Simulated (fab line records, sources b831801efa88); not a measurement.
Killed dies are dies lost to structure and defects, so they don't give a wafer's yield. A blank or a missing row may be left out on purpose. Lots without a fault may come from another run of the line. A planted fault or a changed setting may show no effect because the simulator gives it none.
Which tool did it? | flow sky130 | 13 lots, 39 wafers sampled, at 4 steps of a route of 708

WHAT THE GAUGES READ, wafer by wafer
SKY_FIELD_ISO_THK_MEAS_04.
lot  | measured    | on            | FIELD_ISO_CVD_03_THK (nm)
L424 | day 1 14:26 | film_metro-04 | 162.3 161.3 163.4
L426 | day 1 23:37 | film_metro-03 | 162.9 161.8 162.0
L428 | day 2 11:12 | film_metro-01 | 163.0 162.2 163.2
L429 | day 2 15:28 | film_metro-03 | 165.1 165.6 166.5
L430 | day 2 21:03 | film_metro-04 | 165.1 163.6 162.9
L433 | day 3 14:08 | film_metro-03 | 165.8 164.0 164.4
L434 | day 3 15:58 | film_metro-04 | 165.0 164.4 164.0
L435 | day 3 20:29 | film_metro-03 | 164.6 166.3 164.5
L436 | day 4 02:17 | film_metro-03 | 165.0 165.0 165.5
L441 | day 5 02:29 | film_metro-04 | 165.0 165.6 164.5
L445 | day 6 00:49 | film_metro-03 | 164.5 164.1 164.4
L446 | day 6 05:11 | film_metro-01 | 165.0 165.0 166.4
L447 | day 6 09:32 | film_metro-03 | 162.7 163.1 163.3

SKY_VT_ADJUST_NCORE_CD_MEAS_07: target cd 380 nm.
lot  | measured     | on        | cd_nm (nm)
L424 | day 8 15:45  | cd_sem-01 | 381.9 379.2 379.5
L426 | day 9 02:25  | cd_sem-02 | 381.3 378.9 378.3
L428 | day 9 18:27  | cd_sem-02 | 379.2 382.2 381.6
L429 | day 10 00:06 | cd_sem-01 | 375.3 376.5 377.2
L430 | day 10 05:38 | cd_sem-01 | 380.3 380.0 379.6
L433 | day 11 09:28 | cd_sem-01 | 378.4 381.5 381.5
L434 | day 11 09:49 | cd_sem-01 | 382.5 383.3 379.9
L435 | day 11 16:37 | cd_sem-01 | 376.0 376.2 378.8
L436 | day 11 23:14 | cd_sem-01 | 380.5 379.2 379.4
L441 | day 13 15:25 | cd_sem-02 | 381.8 381.6 380.3
L445 | day 14 21:16 | cd_sem-01 | 381.1 379.1 381.0
L446 | day 15 01:28 | cd_sem-01 | 379.9 380.1 379.2
L447 | day 15 05:29 | cd_sem-01 | 379.4 376.5 376.2

WHICH TOOL RAN EACH LOT (tool, then ch and the chambers of the sampled wafers, then the start)
lot  | SKY_FIELD_ISO_ETCH_14             | SKY_PWDE_EXPOSE_04
L424 | rie_diel-04 ch 2,3, day 2 05:42   | iline_stepper-02 ch 0, day 3 15:21
L426 | rie_diel-01 ch 0,1,3, day 2 15:07 | iline_stepper-02 ch 0, day 4 01:17
L428 | rie_diel-03 ch 0,3, day 3 01:58   | iline_stepper-02 ch 0, day 4 12:31
L429 | rie_diel-01 ch 0,1,3, day 3 07:06 | iline_stepper-01 ch 0, day 4 16:52
L430 | rie_diel-04 ch 0,2,3, day 3 11:49 | iline_stepper-01 ch 0, day 4 20:43
L433 | rie_diel-03 ch 0,1, day 4 06:24   | iline_stepper-02 ch 0, day 5 18:47
L434 | rie_diel-04 ch 1,2, day 4 08:51   | iline_stepper-02 ch 0, day 5 19:22
L435 | rie_diel-03 ch 0,2,3, day 4 13:28 | iline_stepper-01 ch 0, day 6 00:37
L436 | rie_diel-01 ch 0,2, day 4 19:34   | iline_stepper-01 ch 0, day 6 05:22
L441 | rie_diel-04 ch 0,1,3, day 5 20:15 | iline_stepper-01 ch 0, day 7 11:09
L445 | rie_diel-04 ch 1,3, day 6 19:46   | iline_stepper-01 ch 0, day 8 10:05
L446 | rie_diel-03 ch 1,3, day 6 23:55   | iline_stepper-01 ch 0, day 8 13:26
L447 | rie_diel-04 ch 1,2, day 7 04:21   | iline_stepper-02 ch 0, day 8 17:00
- SKY_FIELD_ISO_ETCH_14: etches BARC in N2/H2, stops on SiO2, time 45.9 s, target depth 60 nm.
- SKY_PWDE_EXPOSE_04: exposes mask PWDEM, target cd 840 nm.

WHAT THE TOOLS THEMSELVES READ (means of the sampled wafers that have a number; where no wafer has one, the mark that the record gives instead)
SKY_FIELD_ISO_ETCH_14.
lot  | tool        | drypump_motor_current_A (A) | oes_product_au (a.u.) | throttle_valve_pct (%)
L424 | rie_diel-04 | 5.7                         | 0.856                 | 13.216
L426 | rie_diel-01 | 5.8                         | 0.856                 | 13.223
L428 | rie_diel-03 | 5.9                         | 0.858                 | 13.230
L429 | rie_diel-01 | 5.8                         | 0.857                 | 13.233
L430 | rie_diel-04 | 5.7                         | 0.859                 | 13.224
L433 | rie_diel-03 | 5.7                         | 0.858                 | 13.219
L434 | rie_diel-04 | 6.0                         | 0.854                 | 13.228
L435 | rie_diel-03 | 5.4                         | 0.851                 | 13.224
L436 | rie_diel-01 | 6.0                         | 0.858                 | 13.227
L441 | rie_diel-04 | 6.0                         | 0.860                 | 13.225
L445 | rie_diel-04 | 6.0                         | 0.855                 | 13.220
L446 | rie_diel-03 | 5.7                         | 0.858                 | 13.222
L447 | rie_diel-04 | 6.0                         | 0.857                 | 13.223

THE ANSWER, worked out from the rows above alone
Rule: what is usual is taken from the lots themselves. Put in order of their means at a reading, lots are off if they are a third of the lots or fewer, leave a main group of 4 or more, and stand apart from it by a gap of 3 or more times the standard deviation of the main group's means; of several such gaps the widest counts. A main group whose means are all the same, to the digits that the tables above print for the reading, isn't used. A lot without any number at a reading at which 4 lots or more have one is off too. The other lots that the step has rows for count as sound. The gauges are gone through in route order, then the tools' own readings, and for those a lot's mean is taken as printed above. The first step at which some lot is off is used, and at that step the reading that is off furthest; a lot without a number counts as furthest.
No lot is off at any reading shown: from this, nothing can be told.

WHAT THE SIMULATOR HAD PUT IN
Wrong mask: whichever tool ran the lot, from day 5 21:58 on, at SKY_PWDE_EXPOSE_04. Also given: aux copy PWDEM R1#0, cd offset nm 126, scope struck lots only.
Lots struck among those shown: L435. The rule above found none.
